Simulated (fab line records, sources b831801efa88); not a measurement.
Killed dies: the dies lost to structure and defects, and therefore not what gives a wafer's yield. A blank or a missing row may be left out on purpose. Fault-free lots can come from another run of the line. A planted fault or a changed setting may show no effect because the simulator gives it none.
fab line records	flow sky130	part 1 of 2: steps 1 to 29 of 39
record lots=5	wafers=15	lastDay=49
route steps=708 shown VIA1@471 METAL2@483 VIA2@507
lots that met no fault: from a run of the same line without faults
startH: the number of hours between the record's first day and the start of the first shown wafer of the lot	waitH: time in hours since the lot's previous step	" repeats the value in the row above	L1.1+2: a single row standing in for several wafers	- no value, or no start given	* or withheld: withheld	< > ~ a bound
route shown NAME@n: a module of which the file shows steps, and the number in the route of the first	usual: mean and standard deviation over wafers with no fault	same: alike in all rows	chamber/n: place in a boat	sites: per-site readings	_std_site: the values' standard deviation	_edge_site: the outer-site mean with the inner-site mean subtracted	radiusMm: for every site, how far away it sits from the centre of the wafer	mask NAME#n: copy n	behind: tool/chamber where the wafer was last shaped	hold: why the lot went on hold/how many hours it stayed there/how the hold came to an end	device: which transistor (n, p or np) failed to switch	end of line: the tests these same wafers got at the end of their route	for a step that has no rows: nothing shown but its recipe	killed: at the first sort, the dies lost to defects and structure; wafer yield is something else	map: the dies of a wafer, with x for killed, . for not killed, _ for no die there
set.NAME: setting as actually run; set.NAME@STEP: the setting as run at that earlier step	model.NAME: the simulator's own value behind a step, which no gauge read
lots at selected steps of the route; one table per step, one row per wafer
services: when a tool's chamber went out of use (startH, in hours from the record's first day, below 0 if earlier), for how many hours, and the reason
## steps
# step SKY_VIA1_OVL_MEAS_13
# usual VIA1_OVL=1/5.1
lot.wafer	tool	chamber	startH	waitH	VIA1_OVL[nm]
L078.1	overlay-02	-	827.92	0.1	-1
L078.2	"	-	"	"	-2
L078.4	"	-	"	"	6
L082.2	overlay-01	-	858.86	0.1	0
L082.3	"	-	"	"	3
L082.6	"	-	"	"	-4
L081.4	overlay-02	-	859.39	0.1	-4
L081.5	"	-	"	"	-4
L081.6	"	-	"	"	-2
L087.1	overlay-02	-	888.70	0.1	0
L087.3	"	-	"	"	-2
L087.5	"	-	"	"	-3
L090.2	overlay-01	-	911.96	0.1	10
L090.3	"	-	"	"	-6
L090.4	"	-	"	"	5
# step SKY_VIA1_ETCH_14
# recipe chemistry=N2/H2	target=BARC	ionEnergyEv=200	sourceW=500	biasW=100	pressureMtorr=30	n2FlowSccm=100	h2FlowSccm=200	stopOn=SiO2	timeS=45.9	targetDepthA=600
# usual drypumpMotorCurrentA=5.9/0.37	oesProductAu=0.854/0.0046	throttleValvePct=13.224/0.0097
lot.wafer	tool	chamber	startH	waitH	drypumpMotorCurrentA	oesProductAu	rfHoursCounterH	throttleValvePct
L078.1	rieDiel-04	2	827.95	0.0	5.6	0.855	13	13.227
L078.2	"	3	"	"	5.2	0.855	9	13.223
L078.4	"	3	"	"	5.3	0.852	-	13.215
L082.2	rieDiel-04	3	858.89	0.0	5.3	0.861	9	13.235
L082.3	"	0	"	"	6.3	0.855	11	13.232
L082.6	"	0	"	"	6.4	0.864	-	13.240
L081.4	rieDiel-01	2	859.40	0.0	5.7	0.856	2	13.227
L081.5	"	3	"	"	5.9	0.856	-	13.216
L081.6	"	2	"	"	5.7	0.853	-	13.216
L087.1	rieDiel-04	0	888.74	0.0	6.4	0.852	11	13.235
L087.3	"	2	"	"	5.7	0.859	15	13.214
L087.5	"	1	"	"	6.5	0.853	-	13.254
L090.2	rieDiel-02	2	911.99	0.0	5.4	0.853	23	13.222
L090.3	"	1	"	"	5.9	0.852	5	13.229
L090.4	"	2	"	"	5.4	0.855	-	13.211
# step SKY_VIA1_ETCH_15
# recipe target=SiO2	chemistry=C4F8/O2/Ar	targetDepthNm=351	stopOn=TiN	maskMaterial=KrF-thick	sourceW=1500	biasW=1200	pressureMtorr=40	c4f8FlowSccm=withheld	O2_flow_sccm=6	Ar_flow_sccm=300	timeS=54
# usual oesProductAu=0.981/0.0057
lot.wafer	tool	chamber	startH	waitH	oesProductAu	rfHoursCounterH
L078.1	rieDiel-04	2	828.00	0.0	0.986	13
L078.2	"	3	"	"	0.976	9
L078.4	"	3	"	"	0.982	-
L082.2	rieDiel-04	3	858.93	0.0	0.986	10
L082.3	"	0	"	"	0.980	11
L082.6	"	0	"	"	0.978	-
L081.4	rieDiel-01	2	859.45	0.0	0.989	2
L081.5	"	3	"	"	0.994	-
L081.6	"	2	"	"	0.984	-
L087.1	rieDiel-04	0	888.78	0.0	0.983	11
L087.3	"	2	"	"	0.980	15
L087.5	"	1	"	"	0.983	-
L090.2	rieDiel-02	2	912.03	0.0	0.980	23
L090.3	"	1	"	"	0.977	5
L090.4	"	2	"	"	0.978	-
# step SKY_VIA1_STRIP_16
# recipe chemistry=O2/N2	powerW=1400	pressureMtorr=1500	platenTempC=withheld	o2FlowSccm=3000	n2FlowSccm=300	overashFraction=0.5
# usual drypumpMotorCurrentA=5.96/0.18	oesProductAu=0.415/0.0047	stripTimeToEndpointS=4.453/0.023
# same overashFraction=0.5
lot.wafer	tool	chamber	startH	waitH	drypumpMotorCurrentA	oesProductAu	rfHoursCounterH	stripTimeToEndpointS
L078.1	plasmaAsher-04	1	828.04	0.0	6.06	0.416	101	4.473
L078.2	"	0	"	"	5.75	0.412	101	4.469
L078.4	"	0	"	"	5.79	0.421	-	4.480
L082.2	plasmaAsher-02	1	858.98	0.0	5.74	0.414	73	4.431
L082.3	"	1	"	"	5.75	0.421	-	4.450
L082.6	"	0	"	"	5.84	0.415	-	4.471
L081.4	plasmaAsher-04	0	859.53	0.1	5.77	0.411	-	4.428
L081.5	"	0	"	"	5.74	0.412	-	4.432
L081.6	"	1	"	"	6.04	0.424	-	4.434
L087.1	plasmaAsher-04	1	888.83	0.0	6.07	0.412	106	4.447
L087.3	"	1	"	"	6.06	0.413	-	4.402
L087.5	"	1	"	"	6.10	0.417	-	4.385
L090.2	plasmaAsher-01	0	912.08	0.0	5.92	0.409	49	4.421
L090.3	"	1	"	"	6.22	0.411	-	4.449
L090.4	"	0	"	"	5.92	0.408	-	4.455
# step SKY_VIA1_STRIP_17
# recipe chemistry=postEtchResidueRemover	timeS=1200	tempC=72.5
lot.wafer	tool	chamber	startH	waitH
L078.1+2+4	wetBench-02	0	828.14	0.1
L082.2+3+6	wetBench-01	1	859.08	0.1
L081.4+5+6	wetBench-03	1	859.59	0.0
L087.1+3+5	wetBench-03	3	888.93	0.1
L090.2+3+4	wetBench-03	1	912.18	0.1
# step SKY_VIA1_CLEAN_18
# recipe chemistry=IPA	timeS=180	tempC=25
lot.wafer	tool	chamber	startH	waitH
L078.1+2+4	wetBench-03	3	828.55	0.0
L082.2+3+6	wetBench-02	3	859.45	0.0
L081.4+5+6	wetBench-02	3	859.97	0.0
L087.1+3+5	wetBench-02	2	889.27	0.0
L090.2+3+4	wetBench-02	1	912.52	0.0
# step SKY_VIA1_CLEAN_19
# recipe chemistry=O3/DIW	dry=n2Spin
lot.wafer	tool	chamber	startH	waitH
L078.1+2+4	wetBench-03	0	828.61	0.0
L082.2+3+6	wetBench-01	2	859.52	0.0
L081.4+5+6	wetBench-01	1	860.03	0.0
L087.1+3+5	wetBench-03	2	889.33	0.0
L090.2+3+4	wetBench-01	3	912.58	0.0
# step SKY_VIA1_SPUTTER_20
# recipe material=TiN	targetThkNm=20	chamberPressurePa=5	powerW=4000	timeS=80
# usual throttleValvePct=30.0/1.6
lot.wafer	tool	chamber	startH	waitH	throttleValvePct
L078.1	pvdSputter-02	-	828.70	0.0	30.0
L078.2	"	-	"	"	27.7
L078.4	"	-	"	"	31.6
L082.2	pvdSputter-02	-	859.62	0.0	27.8
L082.3	"	-	"	"	30.1
L082.6	"	-	"	"	30.3
L081.4	pvdSputter-04	-	860.13	0.0	27.0
L081.5	"	-	"	"	32.2
L081.6	"	-	"	"	30.3
L087.1	pvdSputter-02	-	889.42	0.0	31.3
L087.3	"	-	"	"	27.8
L087.5	"	-	"	"	29.9
L090.2	pvdSputter-04	-	912.68	0.0	30.7
L090.3	"	-	"	"	31.9
L090.4	"	-	"	"	26.7
# step SKY_VIA1_CVD_21
# recipe material=W	targetThkNm=270	timeS=80.902	tempC=400	pressureTorr=40
# usual heaterPowerW=924/110
lot.wafer	tool	chamber	startH	waitH	heaterPowerW
L078.1	cvdW-02	1	828.76	0.0	1032
L078.2	"	0	"	"	857
L078.4	"	1	"	"	1015
L082.2	cvdW-01	1	859.68	0.0	1032
L082.3	"	0	"	"	794
L082.6	"	1	"	"	1021
L081.4	cvdW-02	1	860.22	0.1	1031
L081.5	"	1	"	"	1028
L081.6	"	0	"	"	829
L087.1	cvdW-02	1	889.48	0.0	1044
L087.3	"	0	"	"	840
L087.5	"	0	"	"	840
L090.2	cvdW-02	1	912.74	0.0	1041
L090.3	"	1	"	"	1050
L090.4	"	0	"	"	832
# step SKY_VIA1_RS_MEAS_22
# recipe thkMeasGauge=four-point-probe	reads=W_of_VIA1_CVD_21+TiN_of_VIA1_SPUTTER_20
# usual VIA1_W_RS=0.422/0.0062
lot.wafer	tool	chamber	startH	waitH	VIA1_W_RS[ohm/sq]
L078.1	filmMetro-04	-	828.85	0.1	0.421
L078.2	"	-	"	"	0.419
L078.4	"	-	"	"	0.420
L082.2	filmMetro-03	-	859.79	0.1	0.408
L082.3	"	-	"	"	0.425
L082.6	"	-	"	"	0.408
L081.4	filmMetro-01	-	860.34	0.1	0.425
L081.5	"	-	"	"	0.427
L081.6	"	-	"	"	0.429
L087.1	filmMetro-04	-	889.57	0.1	0.424
L087.3	"	-	"	"	0.425
L087.5	"	-	"	"	0.429
L090.2	filmMetro-04	-	912.85	0.1	0.421
L090.3	"	-	"	"	0.425
L090.4	"	-	"	"	0.420
# step SKY_VIA1_THK_MEAS_23
# recipe thkMeasGauge=xrf	reads=W_of_VIA1_CVD_21
# usual VIA1_W_THK=274/4.4
lot.wafer	tool	chamber	startH	waitH	VIA1_W_THK[nm]
L078.1	filmMetro-04	-	828.97	0.1	274
L078.2	"	-	"	"	277
L078.4	"	-	"	"	276
L082.2	filmMetro-03	-	859.90	0.1	283
L082.3	"	-	"	"	272
L082.6	"	-	"	"	282
L081.4	filmMetro-01	-	860.43	0.1	274
L081.5	"	-	"	"	271
L081.6	"	-	"	"	270
L087.1	filmMetro-04	-	889.69	0.1	273
L087.3	"	-	"	"	273
L087.5	"	-	"	"	271
L090.2	filmMetro-04	-	912.96	0.1	277
L090.3	"	-	"	"	273
L090.4	"	-	"	"	275
# step SKY_VIA1_CMP_24
# recipe stopOn=SiO2	tOverpolishS=15	downForcePsi=3.5	platenRpm=60	targetThkNm=0	padVelocityMS=0.94248
# usual motorCurrentA=11.5/1.8	overpolishRunS=15.000/0.0095	timeToEndpointS=63/4
lot.wafer	tool	chamber	startH	waitH	motorCurrentA	overpolishRunS	timeToEndpointS
L078.2	cmp-02	0	829.03	0.0	11.3	14.988	63
L078.1	"	1	"	"	12.8	15.017	61
L078.4	"	3	"	"	13.5	15.003	62
L082.3	cmp-01	3	859.95	0.0	10.7	14.998	74
L082.2	"	0	"	"	9.2	15.008	72
L082.6	"	0	"	"	9.4	15.006	72
L081.4	cmp-02	1	860.51	0.1	13.2	14.990	59
L081.6	"	0	"	"	11.5	15.004	64
L081.5	"	1	"	"	12.5	15.013	61
L087.3	cmp-02	1	890.18	0.5	12.6	15.007	59
L087.1	"	2	"	"	9.9	15.002	65
L087.5	"	1	"	"	13.3	14.984	56
L090.3	cmp-02	3	913.06	0.1	12.9	14.999	62
L090.2	"	0	"	"	10.8	14.993	61
L090.4	"	1	"	"	13.0	15.006	60
# step SKY_METAL2_SPUTTER_00
# recipe material=Ti	targetThkNm=15	powerW=3000	timeS=10	chamberPressurePa=0.4
# usual throttleValvePct=29.9/0.95
lot.wafer	tool	chamber	startH	waitH	throttleValvePct
L078.1	pvdSputter-01	-	829.33	0.2	31.1
L078.2	"	-	"	"	28.7
L078.4	"	-	"	"	30.8
L082.2	pvdSputter-03	-	860.25	0.2	29.6
L082.3	"	-	"	"	31.2
L082.6	"	-	"	"	29.4
L081.4	pvdSputter-01	-	860.76	0.2	30.7
L081.5	"	-	"	"	29.6
L081.6	"	-	"	"	30.4
L087.1	pvdSputter-03	-	890.48	0.2	29.3
L087.3	"	-	"	"	29.1
L087.5	"	-	"	"	29.7
L090.2	pvdSputter-02	-	913.31	0.1	31.6
L090.3	"	-	"	"	30.0
L090.4	"	-	"	"	29.9
# step SKY_METAL2_SPUTTER_01
# recipe material=TiN	targetThkNm=20	powerW=6500	timeS=16.7	chamberPressurePa=0.4
# usual throttleValvePct=29.9/0.95
lot.wafer	tool	chamber	startH	waitH	throttleValvePct
L078.1	pvdSputter-01	-	829.36	0.0	31.0
L078.2	"	-	"	"	28.8
L078.4	"	-	"	"	30.4
L082.2	pvdSputter-03	-	860.27	0.0	29.5
L082.3	"	-	"	"	31.1
L082.6	"	-	"	"	29.3
L081.4	pvdSputter-01	-	860.79	0.0	30.8
L081.5	"	-	"	"	29.3
L081.6	"	-	"	"	30.5
L087.1	pvdSputter-03	-	890.50	0.0	29.5
L087.3	"	-	"	"	29.3
L087.5	"	-	"	"	29.6
L090.2	pvdSputter-02	-	913.33	0.0	31.5
L090.3	"	-	"	"	30.0
L090.4	"	-	"	"	30.1
# step SKY_METAL2_SPUTTER_02
# recipe material=AlCu	targetThkNm=250	powerW=10600	timeS=13.3	chamberPressurePa=0.4
# usual throttleValvePct=29.9/0.94
lot.wafer	tool	chamber	startH	waitH	throttleValvePct
L078.1	pvdSputter-01	-	829.38	0.0	30.7
L078.2	"	-	"	"	28.7
L078.4	"	-	"	"	30.5
L082.2	pvdSputter-03	-	860.30	0.0	29.7
L082.3	"	-	"	"	31.0
L082.6	"	-	"	"	29.1
L081.4	pvdSputter-01	-	860.81	0.0	30.8
L081.5	"	-	"	"	29.5
L081.6	"	-	"	"	30.7
L087.1	pvdSputter-03	-	890.53	0.0	29.4
L087.3	"	-	"	"	29.3
L087.5	"	-	"	"	29.7
L090.2	pvdSputter-02	-	913.36	0.0	31.6
L090.3	"	-	"	"	30.1
L090.4	"	-	"	"	30.0
# step SKY_METAL2_SPUTTER_03
# recipe material=Ti	targetThkNm=5	powerW=3000	timeS=3.3	chamberPressurePa=0.4
# usual throttleValvePct=29.9/0.96
lot.wafer	tool	chamber	startH	waitH	throttleValvePct
L078.1	pvdSputter-01	-	829.41	0.0	30.8
L078.2	"	-	"	"	28.6
L078.4	"	-	"	"	30.7
L082.2	pvdSputter-03	-	860.32	0.0	29.8
L082.3	"	-	"	"	31.1
L082.6	"	-	"	"	29.5
L081.4	pvdSputter-01	-	860.84	0.0	30.8
L081.5	"	-	"	"	29.5
L081.6	"	-	"	"	30.8
L087.1	pvdSputter-03	-	890.55	0.0	29.2
L087.3	"	-	"	"	29.1
L087.5	"	-	"	"	29.6
L090.2	pvdSputter-02	-	913.38	0.0	31.5
L090.3	"	-	"	"	30.1
L090.4	"	-	"	"	30.1
# step SKY_METAL2_SPUTTER_04
# recipe material=TiN	targetThkNm=70	powerW=6500	timeS=58.3	chamberPressurePa=0.4
# usual throttleValvePct=29.9/0.93
lot.wafer	tool	chamber	startH	waitH	throttleValvePct
L078.1	pvdSputter-01	-	829.42	0.0	31.3
L078.2	"	-	"	"	28.7
L078.4	"	-	"	"	30.7
L082.2	pvdSputter-03	-	860.34	0.0	29.9
L082.3	"	-	"	"	31.2
L082.6	"	-	"	"	29.3
L081.4	pvdSputter-01	-	860.85	0.0	30.8
L081.5	"	-	"	"	29.3
L081.6	"	-	"	"	30.9
L087.1	pvdSputter-03	-	890.57	0.0	29.5
L087.3	"	-	"	"	29.1
L087.5	"	-	"	"	29.7
L090.2	pvdSputter-02	-	913.40	0.0	31.4
L090.3	"	-	"	"	30.1
L090.4	"	-	"	"	30.0
# step SKY_METAL2_RS_MEAS_05
# recipe thkMeasGauge=four-point-probe	reads=TiN_of_METAL2_SPUTTER_04+Ti_of_METAL2_SPUTTER_03+AlCu_of_METAL2_SPUTTER_02+TiN_of_METAL2_SPUTTER_01+Ti_of_METAL2_SPUTTER_00
# usual METAL2_ALCU_RS=0.1258/0.0014
lot.wafer	tool	chamber	startH	waitH	METAL2_ALCU_RS[ohm/sq]
L078.1	filmMetro-03	-	829.47	0.0	0.1276
L078.2	"	-	"	"	0.1266
L078.4	"	-	"	"	0.1275
L082.2	filmMetro-02	-	860.41	0.0	0.1246
L082.3	"	-	"	"	0.1239
L082.6	"	-	"	"	0.1260
L081.4	filmMetro-01	-	860.96	0.1	0.1233
L081.5	"	-	"	"	0.1242
L081.6	"	-	"	"	0.1254
L087.1	filmMetro-01	-	890.62	0.0	0.1259
L087.3	"	-	"	"	0.1260
L087.5	"	-	"	"	0.1246
L090.2	filmMetro-02	-	913.47	0.0	0.1261
L090.3	"	-	"	"	0.1247
L090.4	"	-	"	"	0.1246
# step SKY_METAL2_THK_MEAS_06
# recipe thkMeasGauge=xrf	reads=AlCu_of_METAL2_SPUTTER_02
# usual METAL2_ALCU_THK=251.9/2.9
lot.wafer	tool	chamber	startH	waitH	METAL2_ALCU_THK[nm]
L078.1	filmMetro-03	-	829.59	0.1	248.0
L078.2	"	-	"	"	248.4
L078.4	"	-	"	"	245.8
L082.2	filmMetro-02	-	860.52	0.1	253.6
L082.3	"	-	"	"	254.0
L082.6	"	-	"	"	250.8
L081.4	filmMetro-01	-	861.05	0.1	255.9
L081.5	"	-	"	"	253.5
L081.6	"	-	"	"	251.5
L087.1	filmMetro-01	-	890.74	0.1	254.6
L087.3	"	-	"	"	251.1
L087.5	"	-	"	"	253.3
L090.2	filmMetro-02	-	913.58	0.1	251.4
L090.3	"	-	"	"	252.6
L090.4	"	-	"	"	255.7
# step SKY_METAL2_DEHYDRATE_07
# recipe tempC=200	timeS=60
lot.wafer	tool	chamber	startH	waitH
L078.1+2+4	lithoTrack-03	0	841.65	12.0
L082.2+3+6	lithoTrack-02	0	872.46	11.9
L081.4+5+6	lithoTrack-03	0	873.22	12.2
L087.1+3+5	lithoTrack-04	0	903.11	12.4
L090.2+3+4	lithoTrack-02	0	925.26	11.7
# step SKY_METAL2_HMDS_08
# recipe primeTimeS=60	primeTempC=120
lot.wafer	tool	chamber	startH	waitH
L078.1+2+4	lithoTrack-03	0	841.80	0.1
L082.2+3+6	lithoTrack-02	0	872.61	0.1
L081.4+5+6	lithoTrack-03	0	873.37	0.1
L087.1+3+5	lithoTrack-04	0	903.26	0.1
L090.2+3+4	lithoTrack-02	0	925.41	0.1
# step SKY_METAL2_COAT_09
# recipe resist=BARC	tempC=withheld	timeS=withheld	spinRpm=3000	resistThkNm=60
lot.wafer	tool	chamber	startH	waitH
L078.1+2+4	lithoTrack-03	0	841.95	0.1
L082.2+3+6	lithoTrack-02	0	872.76	0.1
L081.4+5+6	lithoTrack-03	0	873.52	0.1
L087.1+3+5	lithoTrack-04	0	903.41	0.1
L090.2+3+4	lithoTrack-02	0	925.56	0.1
# step SKY_METAL2_COAT_10
# recipe resist=KrF-thick	spinRpm=3000	resistThkNm=450
lot.wafer	tool	chamber	startH	waitH
L078.1+2+4	lithoTrack-03	0	-	-
L082.2+3+6	lithoTrack-02	0	-	-
L081.4+5+6	lithoTrack-03	0	-	-
L087.1+3+5	lithoTrack-04	0	-	-
L090.2+3+4	lithoTrack-02	0	-	-
# step SKY_METAL2_SOFTBAKE_11
# recipe tempC=100	timeS=90	resist=KrF-thick
lot.wafer	tool	chamber	startH	waitH
L078.1+2+4	lithoTrack-03	0	-	-
L082.2+3+6	lithoTrack-02	0	-	-
L081.4+5+6	lithoTrack-03	0	-	-
L087.1+3+5	lithoTrack-04	0	-	-
L090.2+3+4	lithoTrack-02	0	-	-
# step SKY_METAL2_EXPOSE_12
# recipe maskId=MM2	na=0.8	sourceShape=annular	sigmaInner=0.55	sigmaOuter=0.85	targetCdNm=140	doseMj=28
# same na=0.8
lot.wafer	tool	chamber	startH	waitH	mask
L078.1+2+4	krfScanner-01	0	-	-	MM2#0
L082.2+3+6	krfScanner-01	0	-	-	MM2#0
L081.4+5+6	krfScanner-01	0	-	-	MM2#0
L087.1+3+5	krfScanner-02	0	-	-	MM2#0
L090.2+3+4	krfScanner-02	0	-	-	MM2#0
# step SKY_METAL2_PEB_13
# recipe pebTempC=withheld	pebTimeS=withheld	resist=KrF-thick
lot.wafer	tool	chamber	startH	waitH
L078.1+2+4	lithoTrack-03	0	-	-
L082.2+3+6	lithoTrack-02	0	-	-
L081.4+5+6	lithoTrack-02	0	-	-
L087.1+3+5	lithoTrack-03	0	-	-
L090.2+3+4	lithoTrack-04	0	-	-
# step SKY_METAL2_DEVELOP_14
# recipe developTimeS=60	resist=KrF-thick	devTempC=21
lot.wafer	tool	chamber	startH	waitH
L078.1+2+4	lithoTrack-03	0	-	-
L082.2+3+6	lithoTrack-02	0	-	-
L081.4+5+6	lithoTrack-02	0	-	-
L087.1+3+5	lithoTrack-03	0	-	-
L090.2+3+4	lithoTrack-04	0	-	-
# step SKY_METAL2_CD_MEAS_15
# recipe targetCdNm=140
# usual cdNm=138.9/1.6
lot.wafer	tool	chamber	startH	waitH	cdNm
L078.1	cdSem-01	-	855.35	-	136.1
L078.2	"	-	"	"	135.7
L078.4	"	-	"	"	136.0
L082.2	cdSem-02	-	885.75	-	137.3
L082.3	"	-	"	"	138.7
L082.6	"	-	"	"	137.5
L081.4	cdSem-02	-	886.49	-	140.7
L081.5	"	-	"	"	141.7
L081.6	"	-	"	"	141.6
L087.1	cdSem-02	-	915.90	-	140.2
L087.3	"	-	"	"	138.2
L087.5	"	-	"	"	139.9
L090.2	cdSem-01	-	937.78	-	137.2
L090.3	"	-	"	"	139.2
L090.4	"	-	"	"	139.0
# step SKY_METAL2_OVL_MEAS_16
# usual METAL2_OVL=0/6.7
lot.wafer	tool	chamber	startH	waitH	METAL2_OVL[nm]
L078.1	overlay-01	-	855.47	0.1	0
L078.2	"	-	"	"	-13
L078.4	"	-	"	"	-4
L082.2	overlay-02	-	885.86	0.1	-7
L082.3	"	-	"	"	5
L082.6	"	-	"	"	-11
L081.4	overlay-01	-	886.57	0.1	-14
L081.5	"	-	"	"	1
L081.6	"	-	"	"	6
L087.1	overlay-01	-	916.02	0.1	-4
L087.3	"	-	"	"	-9
L087.5	"	-	"	"	-1
L090.2	overlay-02	-	937.89	0.1	13
L090.3	"	-	"	"	3
L090.4	"	-	"	"	6
